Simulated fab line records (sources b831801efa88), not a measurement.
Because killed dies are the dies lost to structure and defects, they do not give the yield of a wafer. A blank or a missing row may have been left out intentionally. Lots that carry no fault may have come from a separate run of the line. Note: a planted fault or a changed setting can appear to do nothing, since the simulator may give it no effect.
Comparing a struck lot with a sound one    flow sky130    22 steps out of a route of 708
Sound: the wafers L951.4, L951.5, L951.6. Wafers L954.1, L954.2, L954.3 were the ones struck. The cause comes at the end.
Per side, at each step with rows, come the tool, then ch with its chambers, and then its first start. Under that, the readings that differ: sound wafers    struck wafers    difference of the means    sigmas: that difference in standard deviations of wafers without a fault.
alike: readings with means less than 2 such deviations apart, plus words and numbers identical on both sides. not compared: withheld readings, readings lacking a value on some wafer, bounds such as >300 that could conceal the same value, and numbers that have no deviation in the record and whose values overlap.
A row with sigmas, a row that says differs or no value, or rows on one side alone: a step with any of these is where the two part. Non-overlapping numbers with no deviation appear without sigmas and do not part them. Lack of a reading on every wafer of one side parts them only where that side has two or more wafers.

first, 2 steps without rows for these wafers: SKY_RES_PROTECT_DEVELOP_06 (develop time 60 s); SKY_POLY_GATE_IMPLANT_02.
SKY_RES_PROTECT_STRIP_07: strips in O2/N2.
  sound on plasmaAsher-03 ch 0,1, day 15 05:03; struck on plasmaAsher-01 ch 0,1, day 16 08:31
  alike: drypumpMotorCurrentA, oesProductAu, stripTimeToEndpointS
  not compared: rfHoursCounterH
SKY_RES_PROTECT_TW_MEAS_08:
  sound on filmMetro-02, day 15 05:09; struck on filmMetro-02, day 16 08:37
  alike: POLY_GATE_TW
then, 2 steps without rows for these wafers: SKY_RES_PROTECT_CLEAN_09 (cleans in SC1/SC2, time 150 s); SKY_POLY_GATE_CVD_03 (deposits Si3N4 from DCS/NH3, target thk 75 nm, time 1290 s).
SKY_POLY_GATE_THK_MEAS_04:
  sound on filmMetro-04, day 15 06:37; struck on filmMetro-04, day 16 13:02
  alike: POLY_GATE_CVD_03_THK
then, 5 steps without rows for these wafers: SKY_POLY_GATE_DEHYDRATE_05 (time 60 s); SKY_POLY_GATE_HMDS_06 (prime time 60 s); SKY_POLY_GATE_COAT_07 (resist thk 110 nm); SKY_POLY_GATE_COAT_08 (resist thk 450 nm); SKY_POLY_GATE_SOFTBAKE_09 (time 86.89 s).
SKY_POLY_GATE_EXPOSE_10: exposes mask P1M, target cd 150 nm.
  sound on krfScanner-02 ch 0, day 15 21:02; struck on krfScanner-01 ch 0, day 17 03:04
reading            sound                 struck                difference  sigmas
exposureDoseMJCm2  28.007 27.971 27.983  30.625 30.617 30.628  +2.636      +98
  alike: mask
then, 2 steps without rows for these wafers: SKY_POLY_GATE_PEB_11; SKY_POLY_GATE_DEVELOP_12 (develop time 60 s).
SKY_POLY_GATE_CD_MEAS_13: target cd 150 nm.
  sound on cdSem-01, day 16 10:29; struck on cdSem-01, day 17 18:01
reading    sound              struck             difference  sigmas
cdNm (nm)  148.9 151.5 150.3  134.6 135.1 135.6  -15.1       -13
SKY_POLY_GATE_OVL_MEAS_14:
  sound on overlay-01, day 16 10:34; struck on overlay-01, day 17 18:08
  alike: POLY_GATE_OVL
SKY_POLY_GATE_ETCH_15: etches BARC in N2/H2, stops on SiO2, time 118.5 s, target depth 110 nm.
  sound on rieDiel-01 ch 0,1,3, day 16 10:35; struck on rieDiel-04 ch 0,1,3, day 17 18:11
reading                    sound              struck             difference  sigmas
model.POLY_GATE.cdNm (nm)  147.7 149.3 152.5  132.7 133.7 134.3  -16.3       
  alike: drypumpMotorCurrentA, oesProductAu, throttleValvePct
  not compared: rfHoursCounterH
SKY_POLY_GATE_ETCH_16: etches Si3N4 in CH3F/O2, stops on poly-Si, time 147.5 s, target depth 75 nm.
  sound on rieDiel-01 ch 0,1,3, day 16 10:40; struck on rieDiel-04 ch 0,1,3, day 17 18:16
  alike: drypumpMotorCurrentA, oesProductAu, throttleValvePct
  not compared: rfHoursCounterH
SKY_POLY_GATE_ETCH_17: etches poly-Si in HBr/Cl2, stops on SiO2, target depth 180 nm, time 70.5 s.
  sound on rieSi-01 ch 0,3, day 16 10:46; struck on rieSi-02 ch 0,1,3, day 17 18:22
reading                    sound              struck             difference  sigmas
model.POLY_GATE.cdNm (nm)  148.3 150.8 152.4  133.8 135.6 134.2  -16.0       
  alike: drypumpMotorCurrentA, oesProductAu, throttleValvePct
  not compared: rfHoursCounterH
SKY_POLY_GATE_STRIP_18: strips in O2/N2.
  sound on plasmaAsher-03 ch 0,1, day 16 10:51; struck on plasmaAsher-04 ch 0,1, day 17 18:25
  alike: drypumpMotorCurrentA, oesProductAu, stripTimeToEndpointS
  not compared: rfHoursCounterH
-- here the record skips 29 days between the struck wafers' starts before and after, leaving off in module POLY_GATE and picking up in module PAD_OPEN (first step shown: number 708 of the route) --
SKY_PAD_OPEN_PROBE_99:
  sound on prober-02, day 45 21:35; struck on prober-02, day 46 21:05
reading                              sound              struck             difference  sigmas
killedDies                           70 81 73           96 108 86          +22         +2
killedOpen                           38 42 44           55 61 60           +17         +3
model.etest.pfet_01v8.rOnOhmUm       2931 2999 2995     2646 2636 2636     -336        
model.etest.pfetG5v0d10v5.rOnOhmUm   4807 4775 4797     4571 4588 4594     -209        
model.etest.resPoly.lineOhmUm        522.9 490.8 496.8  613.6 610.8 609.3  +107.7      
model.etest.nfet_01v8.rOnOhmUm       837.9 854.4 858.3  749.1 756.4 762.7  -94.1       
model.etest.nfetG5v0d10v5.rOnOhmUm   1914 1913 1913     1827 1815 1816     -94         
model.etest.sonosUncharged.rOnOhmUm  803.9 812.7 822.9  774.9 762.4 780.7  -40.5       
model.etest.nfet_01v8_lvt.driveUaUm  578.3 566.2 569.8  628.8 620.1 615.1  +49.9       
model.etest.resHighPo.lineOhmUm      750.5 712.1 740.6  793.1 796.6 779.2  +55.2       
  alike: killed_at_M0_to_M3, killed_at_M4_up, killedAtContacts, killedAtFrontEnd, killedAtOther, killedShort

WHERE THEY PART
At SKY_POLY_GATE_EXPOSE_10 first; at SKY_PAD_OPEN_PROBE_99 last (within this record only).

WHY: whatever the simulator had introduced
Process parameters drifting: krfScanner-01 at SKY_POLY_GATE_EXPOSE_10, beginning at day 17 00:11. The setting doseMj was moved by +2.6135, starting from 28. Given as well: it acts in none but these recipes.
